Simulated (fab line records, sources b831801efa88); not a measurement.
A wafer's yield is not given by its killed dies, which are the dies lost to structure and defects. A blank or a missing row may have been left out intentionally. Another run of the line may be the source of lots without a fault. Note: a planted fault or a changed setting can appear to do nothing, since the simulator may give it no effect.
fab line records ; flow sky130
record: lots: 7; wafers: 21; last-day: 50
route steps=708 shown LDD_LDN@301 SPACER@304 POLY_CUT@307
lots with no fault: from the same line, run without faults
start-h: hours from the record's opening day to when the first of the lot's shown wafers began ; wait-h: hours from the lot's prior step to this one ; " identical to the entry in the row above ; L1.1+2: one row covering several wafers at once ; - value missing, or start not given ; * or withheld: withheld ; < > ~ a bound
route shown NAME@n: NAME is a module with steps in the file, n the number in the route of the first one ; usual: mean/standard deviation taken from wafers without a fault ; same: alike in all rows ; chamber/n: place in a boat ; sites: the reading at each site ; _std_site: standard deviation of those values ; _edge_site: outer sites' mean less inner sites' ; radius-mm: how far each site lies from the wafer's centre ; mask NAME#n: copy n ; behind: tool/chamber where the wafer was last shaped ; hold: reason for holding the lot/hours on hold/outcome of the hold ; device: whichever transistor did not switch (one of n, p or np) ; end of line: the tests these same wafers got at the end of their route ; a step with no rows: only its recipe ; killed: dies that structure and defects cost at the first sort, which is not the same as the wafer's yield ; map: per-die view of a wafer (x killed, . not killed, _ where there is no die)
set.NAME: the run value of the setting; set.NAME@STEP: its run value at that earlier step ; model.NAME: the simulator's own value behind a step, which no gauge read
lots seen at some steps along the route; tables by step, rows by wafer
services: from which hour (start-h, from the record's first day; less than 0 if before it) a tool's chamber was out of use, for how many hours, and why
== steps ==
step: SKY_LDD_LDN_STRIP_12
recipe: chemistry: O2/N2; power-w: 1400; pressure-mtorr: 1500; platen-temp-c: withheld; o2-flow-sccm: 3000; n2-flow-sccm: 300; overash-fraction: 0.5
usual: drypump-motor-current-A: 6.04/0.29; o2-flow-sccm: 3000/10; oes-product-au: 0.715/0.0047; strip-time-to-endpoint-s: 14.32/0.034
lot.wafer;tool;chamber;start-h;wait-h;drypump-motor-current-A;o2-flow-sccm;oes-product-au;rf-hours-counter-h;strip-time-to-endpoint-s
L851.2;plasma-asher-01;1;555.59;0.1;6.25;3001;0.720;13;14.36
L851.4;plasma-asher-01;1;555.59;0.1;6.25;3000;0.721;-;14.33
L851.6;plasma-asher-01;1;555.59;0.1;6.24;2987;0.718;-;14.38
L856.1;plasma-asher-02;0;606.24;0.1;6.06;3000;0.715;48;14.32
L856.5;plasma-asher-02;0;606.24;0.1;6.06;2998;0.711;-;14.36
L856.6;plasma-asher-02;1;606.24;0.1;6.25;3006;0.715;-;14.33
L860.3;plasma-asher-02;1;632.67;0.1;6.24;3004;0.719;-;14.29
L860.4;plasma-asher-02;0;632.67;0.1;6.08;2990;0.722;-;14.32
L860.6;plasma-asher-02;1;632.67;0.1;6.23;3017;0.715;-;14.28
L861.2;plasma-asher-02;0;641.29;0.1;6.12;2991;0.726;52;14.34
L861.4;plasma-asher-02;1;641.29;0.1;6.22;2997;0.723;-;14.34
L861.6;plasma-asher-02;0;641.29;0.1;6.10;2983;0.717;-;14.35
L862.1;plasma-asher-02;0;653.54;0.1;6.05;3012;0.724;53;14.31
L862.2;plasma-asher-02;1;653.54;0.1;6.23;2991;0.720;53;14.34
L862.6;plasma-asher-02;1;653.54;0.1;6.25;2986;0.717;-;14.31
L864.2;plasma-asher-02;1;671.29;0.1;6.23;3008;0.710;55;14.31
L864.4;plasma-asher-02;0;671.29;0.1;6.08;3001;0.719;-;14.27
L864.5;plasma-asher-02;1;671.29;0.1;6.23;3009;0.727;-;14.28
L869.3;plasma-asher-03;1;703.90;0.1;5.60;3001;0.706;-;14.33
L869.4;plasma-asher-03;0;703.90;0.1;6.34;3012;0.718;-;14.26
L869.6;plasma-asher-03;0;703.90;0.1;6.33;3013;0.715;-;14.34
step: SKY_LDD_LDN_TW_MEAS_13
usual: LDD_LDN_TW: 1491/9.4
lot.wafer;tool;chamber;start-h;wait-h;LDD_LDN_TW
L851.2;film-metro-02;-;555.70;0.1;1480
L851.4;film-metro-02;-;555.70;0.1;1478
L851.6;film-metro-02;-;555.70;0.1;1476
L856.1;film-metro-02;-;606.34;0.1;1480
L856.5;film-metro-02;-;606.34;0.1;1478
L856.6;film-metro-02;-;606.34;0.1;1480
L860.3;film-metro-02;-;632.76;0.1;1493
L860.4;film-metro-02;-;632.76;0.1;1501
L860.6;film-metro-02;-;632.76;0.1;1495
L861.2;film-metro-04;-;641.40;0.1;1502
L861.4;film-metro-04;-;641.40;0.1;1501
L861.6;film-metro-04;-;641.40;0.1;1505
L862.1;film-metro-01;-;653.64;0.1;1492
L862.2;film-metro-01;-;653.64;0.1;1489
L862.6;film-metro-01;-;653.64;0.1;1494
L864.2;film-metro-01;-;671.40;0.1;1483
L864.4;film-metro-01;-;671.40;0.1;1493
L864.5;film-metro-01;-;671.40;0.1;1488
L869.3;film-metro-04;-;703.99;0.1;1500
L869.4;film-metro-04;-;703.99;0.1;1496
L869.6;film-metro-04;-;703.99;0.1;1500
step: SKY_LDD_LDN_CLEAN_14
recipe: chemistry: SC1/SC2; mix: 1:4:20; temp-c: 70; time-s: 150; dry: n2-spin
step: SKY_SPACER_CVD_00
recipe: material: Si3N4; precursor: DCS/NH3; target-thk-nm: 43.1; temp-c: 770; time-s: 740; pressure-mtorr: 250
step: SKY_SPACER_THK_MEAS_01
recipe: reads: Si3N4_of_SPACER_CVD_00
usual: SPACER_CVD_00_THK: 43.0/0.45
lot.wafer;tool;chamber;start-h;wait-h;SPACER_CVD_00_THK[nm]
L851.2;film-metro-03;-;557.99;0.0;43.4
L851.4;film-metro-03;-;557.99;0.0;43.5
L851.6;film-metro-03;-;557.99;0.0;43.8
L856.1;film-metro-01;-;608.23;0.0;43.5
L856.5;film-metro-01;-;608.23;0.0;43.3
L856.6;film-metro-01;-;608.23;0.0;43.4
L860.3;film-metro-03;-;634.35;0.0;42.7
L860.4;film-metro-03;-;634.35;0.0;42.8
L860.6;film-metro-03;-;634.35;0.0;42.8
L861.2;film-metro-03;-;643.39;0.0;43.5
L861.4;film-metro-03;-;643.39;0.0;43.1
L861.6;film-metro-03;-;643.39;0.0;43.7
L862.1;film-metro-01;-;655.53;0.0;43.2
L862.2;film-metro-01;-;655.53;0.0;43.0
L862.6;film-metro-01;-;655.53;0.0;42.8
L864.2;film-metro-01;-;673.49;0.0;42.9
L864.4;film-metro-01;-;673.49;0.0;42.7
L864.5;film-metro-01;-;673.49;0.0;42.6
L869.3;film-metro-01;-;708.23;0.0;42.7
L869.4;film-metro-01;-;708.23;0.0;42.6
L869.6;film-metro-01;-;708.23;0.0;42.9
step: SKY_SPACER_ETCHBACK_02
recipe: chemistry: CH3F/O2; target: Si3N4; stop-on: SiO2; source-w: 400; bias-w: 80; pressure-mtorr: 25; ch3f-flow-sccm: 40; O2_flow_sccm: 30; time-s: 46.7; target-depth-a: 450
usual: drypump-motor-current-A: 5.8/0.43; oes-product-au: 0.854/0.0068; throttle-valve-pct: 10.562/0.0086
same: time-s: 46.7
lot.wafer;tool;chamber;start-h;wait-h;drypump-motor-current-A;oes-product-au;rf-hours-counter-h;throttle-valve-pct
L851.2;rie-diel-01;0;558.04;0.0;5.8;0.855;58;10.557
L851.4;rie-diel-01;3;558.04;0.0;5.0;0.854;37;10.568
L851.6;rie-diel-01;1;558.04;0.0;5.6;0.863;-;10.570
L856.1;rie-diel-01;2;608.29;0.1;5.9;0.860;9;10.564
L856.5;rie-diel-01;0;608.29;0.1;5.8;0.862;-;10.558
L856.6;rie-diel-01;2;608.29;0.1;5.8;0.856;-;10.561
L860.3;rie-diel-02;2;634.39;0.0;6.2;0.849;31;10.572
L860.4;rie-diel-02;0;634.39;0.0;5.8;0.848;-;10.565
L860.6;rie-diel-02;2;634.39;0.0;6.2;0.854;-;10.561
L861.2;rie-diel-01;1;643.44;0.0;5.6;0.863;0;10.561
L861.4;rie-diel-01;0;643.44;0.0;5.8;0.854;59;10.554
L861.6;rie-diel-01;2;643.44;0.0;5.9;0.866;-;10.562
L862.1;rie-diel-04;1;655.59;0.1;6.6;0.853;4;10.574
L862.2;rie-diel-04;0;655.59;0.1;5.7;0.847;3;10.577
L862.6;rie-diel-04;0;655.59;0.1;5.8;0.848;-;10.554
L864.2;rie-diel-02;3;673.54;0.0;5.2;0.859;1;10.562
L864.4;rie-diel-02;0;673.54;0.0;5.8;0.851;46;10.561
L864.5;rie-diel-02;0;673.54;0.0;5.8;0.838;-;10.564
L869.3;rie-diel-02;2;708.27;0.0;6.2;0.842;33;10.560
L869.4;rie-diel-02;0;708.27;0.0;5.8;0.847;47;10.549
L869.6;rie-diel-02;0;708.27;0.0;5.8;0.851;-;10.570
step: SKY_POLY_CUT_DEHYDRATE_00
recipe: temp-c: 200; time-s: 60
step: SKY_POLY_CUT_HMDS_01
recipe: prime-time-s: 60; prime-temp-c: 120
step: SKY_POLY_CUT_COAT_02
recipe: resist: BARC; temp-c: withheld; time-s: withheld; spin-rpm: 3000; resist-thk-nm: 60
step: SKY_POLY_CUT_COAT_03
recipe: resist: KrF-thick; spin-rpm: 3000; resist-thk-nm: 450
step: SKY_POLY_CUT_SOFTBAKE_04
recipe: temp-c: 100; time-s: 90; resist: KrF-thick
step: SKY_POLY_CUT_EXPOSE_05
recipe: mask-id: NPCM; na: 0.8; source-shape: annular; sigma-inner: 0.55; sigma-outer: 0.85; target-cd-nm: 270; dose-mj: 32
step: SKY_POLY_CUT_PEB_06
recipe: peb-temp-c: withheld; peb-time-s: withheld; resist: KrF-thick
usual: chill-plate-temp-C: *; exhaust-pa: 45.0/0.86
lot.wafer;tool;chamber;start-h;wait-h;chill-plate-temp-C;exhaust-pa
L851.2;litho-track-02;0;587;-;*;43.7
L851.4;litho-track-02;0;587;-;*;45.3
L851.6;litho-track-02;0;587;-;*;46.6
L856.1;litho-track-03;0;637;-;*;45.5
L856.5;litho-track-03;0;637;-;*;44.9
L856.6;litho-track-03;0;637;-;*;47.0
L860.3;litho-track-02;-;664;-;-;-
L860.4;litho-track-02;-;664;-;-;-
L860.6;litho-track-02;-;664;-;-;-
L861.2;litho-track-02;-;673;-;-;-
L861.4;litho-track-02;-;673;-;-;-
L861.6;litho-track-02;-;673;-;-;-
L862.1;litho-track-03;-;683;-;-;-
L862.2;litho-track-03;-;684;-;-;-
L862.6;litho-track-03;-;684;-;-;-
L864.2;litho-track-03;0;700;-;*;45.9
L864.4;litho-track-03;0;700;-;*;44.5
L864.5;litho-track-03;0;700;-;*;46.2
L869.3;litho-track-04;0;735;-;*;45.2
L869.4;litho-track-04;0;736;-;*;45.1
L869.6;litho-track-04;0;736;-;*;45.1
step: SKY_POLY_CUT_DEVELOP_07
recipe: develop-time-s: 60; resist: KrF-thick; dev-temp-c: 21
== services ==
tool;chamber;start-h;hours;kind
rie-diel-01;0;537.15;2.0;repair
litho-track-02;-;539.00;-;consumable-replace:filter
rie-diel-02;3;550.44;20.3;repair
rie-diel-04;3;564.55;7.9;repair
rie-diel-04;2;573.78;5.3;repair
rie-diel-04;-;590.83;1.2;repair
rie-diel-02;3;592.91;8.6;repair
rie-diel-01;1;603.07;-;clean
rie-diel-01;1;603.07;27.0;scheduled-down
rie-diel-01;1;603.07;27.0;vent-cycle
rie-diel-02;-;603.55;0.1;repair
rie-diel-02;3;607.79;-;clean
rie-diel-02;3;607.79;13.4;scheduled-down
rie-diel-02;3;607.79;13.4;vent-cycle
rie-diel-02;3;633.68;4.6;repair
rie-diel-04;3;635.47;3.6;repair
rie-diel-04;2;650.82;16.5;repair
rie-diel-01;1;651.83;5.3;repair
rie-diel-01;0;681.93;-;clean
rie-diel-01;0;681.93;14.0;scheduled-down
rie-diel-01;0;681.93;14.0;vent-cycle
plasma-asher-03;-;695.32;1.9;repair
rie-diel-04;-;712.81;0.2;repair
rie-diel-04;-;713.12;28.1;pm
== key ==
first-sign: step: SKY_POLY_CUT_PEB_06; reading: tool-record; direction: missing
effect none on later readings
met-at SKY_POLY_CUT_PEB_06
struck-wafers L860.3,L860.4,L860.6,L861.2,L861.4,L861.6,L862.1,L862.2,L862.6
later-rows-left-out L860.3,L860.4,L860.6,L861.2,L861.4,L861.6,L862.1,L862.2,L862.6
sort-left-out L860.3,L860.4,L860.6,L861.2,L861.4,L861.6,L862.1,L862.2,L862.6
tester-left-out L860,L861,L862
onset-between 637 664
fault: kind: skipped-step-whole; tool: litho-track-02,litho-track-03; chamber: -; onset-h: 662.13; steps: SKY_POLY_CUT_PEB_06; scope: struck-lots-only
tester-left-out: of these lots the tester's yield and bins aren't shown, on N5 and GAA mostly nor the transistor test; their killed dies are dies lost to structure and defects alone, not to doping, threshold or leakage, so they don't give the yield
sort-left-out: the simulated sort isn't trusted on such a fault, so these wafers' sort isn't shown, and their yield isn't known
later-rows-left-out: the simulator's readings of these wafers behind a module that went badly wrong aren't trusted and aren't shown, but for the sort
